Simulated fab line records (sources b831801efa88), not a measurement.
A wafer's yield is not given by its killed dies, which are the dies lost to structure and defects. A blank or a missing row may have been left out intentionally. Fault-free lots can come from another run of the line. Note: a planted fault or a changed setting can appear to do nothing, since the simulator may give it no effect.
Code-filled problem report in 8D (eight disciplines) form	flow sky130	the parts of the form that need people (team, actions taken, sign-off) are left out

## 1. PROBLEM STATEMENT
Mean of cd nm at SKY_SD_N_CD_MEAS_07: 411.9 nm across 6 wafers in 2 lots; on wafers with no fault it is 379.3 nm (standard deviation 2.3). Relative to the usual mean, that is a shift of +14 standard deviations.
The step: target cd 380 nm.
Earliest sighting: wafer L396.1 on cd sem-02 at day 34 03:58. At this step, 36 wafers from 12 lots have a number in the record. Rule for "out" (also "out of limits"): further than 4 standard deviations from the usual mean. All remaining wafers that have a number are taken as sound.

## 2. WHAT IT IS, AND WHAT IT ISN'T
question	is	is not
which readings at this step	cd nm	-
which lots	L396, L399	L378, L380, L382, L386, L387, L389, L391, L392, L398, L400
which wafers of those lots	all that have a number	-
read on which gauges	cd sem-02	cd sem-01
when	from day 34 03:58	up to then (24 sound wafers); but 6 sound wafers of L398, L400 came after

## 3. SUSPECTS, AND WHAT RULES EACH OUT
Counting: a tool stays on the suspect list if, at a process step up to the reading, it processed all lots that are out and no sound lot following the first of them.
- ruled out: the gauge at SKY_SD_N_CD_MEAS_07. All the wafers that are out were read on cd sem-02, but those of them that SKY_SD_N_EXPOSE_04 has rows for are out there too, on other tools.
- iline stepper-02 at SKY_SD_N_EXPOSE_04 (exposes mask NSDM, target cd 380 nm): kept. All lots that are out passed through it, beginning with L396 at day 33 15:47, and no sound lot followed; its final sound lot before that point was L387 at day 30 19:43. Its own readings are out on those wafers: exposure dose mJ cm2.
Remaining after the count: iline stepper-02 at SKY_SD_N_EXPOSE_04.

## 4. THE CAUSE (what the simulator had put in)
Drift in process parameters on iline stepper-02 at SKY_SD_N_EXPOSE_04, starting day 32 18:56. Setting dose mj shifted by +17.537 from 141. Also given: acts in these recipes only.
This tool alone remained once counting was done.

## 5. SEQUENCE OF EFFECTS, ordered by route
Rows list readings where the struck wafers' mean (over those with a number) sits beyond 3 standard deviations from the usual. Scope: only readings with a usual standard deviation given in the record; hours: median across lots of the time from each lot's start at the first step in this table that gives one to its start at this step; sigmas: change in usual standard deviations.
hours	step	reading	usual	on struck wafers	change	sigmas
0	SKY_SD_N_EXPOSE_04	exposure dose mJ cm2	140.97	156.81	+15.84	+99 or more
13	SKY_SD_N_CD_MEAS_07	cd nm	379.3 nm	411.9	+32.6	+14
The process steps in it:
- SKY_SD_N_EXPOSE_04: exposes mask NSDM, target cd 380 nm.
At these later measuring or inspecting steps, every struck wafer for which the step has a row has a number for every such reading, and none has moved that far: SKY_SD_N_RS_MEAS_18.

## 6. HOW IT WOULD HAVE BEEN CAUGHT EARLIER
33 hours passed between the start of the fault at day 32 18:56 and the first reading out of limits at a measuring or inspecting step in this record, taken at day 34 03:58.
Tool's own readings at SKY_SD_N_EXPOSE_04, exposure dose mJ cm2: out on all struck wafers the step has rows for; an alarm limit on them would have tripped on the first.
L399, from the lots that are out (2), started SKY_SD_N_EXPOSE_04 on iline stepper-02 later than day 34 03:58. Had the tool been put on hold then, it would have been spared.
